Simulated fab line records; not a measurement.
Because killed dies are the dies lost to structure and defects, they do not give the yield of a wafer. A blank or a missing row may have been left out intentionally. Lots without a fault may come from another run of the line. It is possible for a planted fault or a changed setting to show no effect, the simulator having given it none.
Comparing a struck lot with a sound one -- flow sfqLine -- 14 out of 325 route steps
Sound: these wafers, L370.1, L370.3, L370.5. Wafers struck: L376.1, L376.2, L376.6. The cause is given at the end.
At each step with rows: each side's tool, then ch and its chambers, then its first start. Under that, the readings that differ: sound wafers -- struck wafers -- difference of the means -- sigmas: that difference in standard deviations of wafers without a fault.
alike: readings whose means differ by less than 2 such deviations, and words and numbers that are the same on both sides. not compared: withheld readings, readings that some wafer has no value for, bounds like >300 that may hide the same value, and numbers for which the record gives no deviation and whose values overlap.
The two part at a step that has a row with sigmas, a row that says differs or no value, or rows on one side only. Numbers that have no deviation but don't overlap get no sigmas and don't part them. A reading missing from all wafers of one side parts the sides only when that side holds two or more wafers.

SFQ_TRILAYER_M4_BARC_OPEN_METAL_ETCH_123: etches BARC in O2, target depth 125 nm, time 41.7 s.
  sound on rieMetal-01 ch 0,1, day 36 14:23; struck on rieMetal-03 ch 0,1, day 39 06:58
  alike: drypumpMotorCurrentA, oesProductAu, rfFwdPowerW
  not compared: rfHoursCounterH
SFQ_TRILAYER_M4_ETCH_METAL_ETCH_096: etches Nb in Cl2/Ar, stops on SiO2, target depth 240 nm, time 120 s.
  sound on rieMetal-01 ch 0,1, day 36 14:27; struck on rieMetal-03 ch 0,1, day 39 07:01
  alike: drypumpMotorCurrentA, oesProductAu, rfFwdPowerW
  not compared: rfHoursCounterH
SFQ_TRILAYER_M4_STRIP_STRIP_097: strips in O2.
  sound on rieMetal-01 ch 0,1, day 36 14:35; struck on rieMetal-03 ch 0,1, day 39 07:09
  alike: drypumpMotorCurrentA, oesProductAu
  not compared: rfHoursCounterH
then, 2 steps without rows for these wafers: SFQ_TRILAYER_M4_STRIP_SOLV_CLEAN_098 (cleans in NMP, time 600 s); SFQ_TRILAYER_I4_DEP_PECVD_099 (deposits SiO2 from SiH4/N2O, time 111.11 s, target thk 500 nm).
SFQ_TRILAYER_I4_CMP_CMP_100: polishes SiO2.
  sound on cmp-02 ch 0,1,2, day 37 04:52; struck on cmp-01 ch 0,1,2, day 39 11:36
  alike: motorCurrentA, platenRpm, timeToEndpointS
SFQ_I4_BOW_MEAS_927:
  sound: filmMetro-01 at day 37 06:52; struck: filmMetro-02 at day 39 14:36
  alike: I4_BOW
SFQ_TRILAYER_I4_METRO_MEASURE_101:
  sound: filmMetro-01 at day 37 06:59; struck: filmMetro-02 at day 39 14:43
  alike: thkNm
then, 4 steps without rows for these wafers: SFQ_TRILAYER_I4_VIA_LITHO_COAT_108 (resist thk 62 nm); SFQ_TRILAYER_I4_VIA_LITHO_COAT_103 (resist thk 650 nm); SFQ_TRILAYER_I4_VIA_LITHO_SOFTBAKE_107; SFQ_TRILAYER_I4_VIA_LITHO_EXPOSE_104 (exposes mask I4, target cd 700 nm).
SFQ_TRILAYER_I4_VIA_LITHO_PEB_106: peb time 60 s.
  sound on lithoTrack-02 ch 0, day 37 13:17; struck on lithoTrack-02, day 39 19:01
  no value came back on the struck wafers for chillPlateTempC (C), exhaustPa (Pa), resistLineTempC (C); on the sound wafers chillPlateTempC (C) reads 22.89 22.79 23.17
then, 1 step without rows for these wafers: SFQ_TRILAYER_I4_VIA_LITHO_DEVELOP_105 (time 60 s).

== WHERE THEY PART ==
At SFQ_TRILAYER_I4_VIA_LITHO_PEB_106 and nowhere else, as far as this record goes.

WHY: whatever the simulator had introduced
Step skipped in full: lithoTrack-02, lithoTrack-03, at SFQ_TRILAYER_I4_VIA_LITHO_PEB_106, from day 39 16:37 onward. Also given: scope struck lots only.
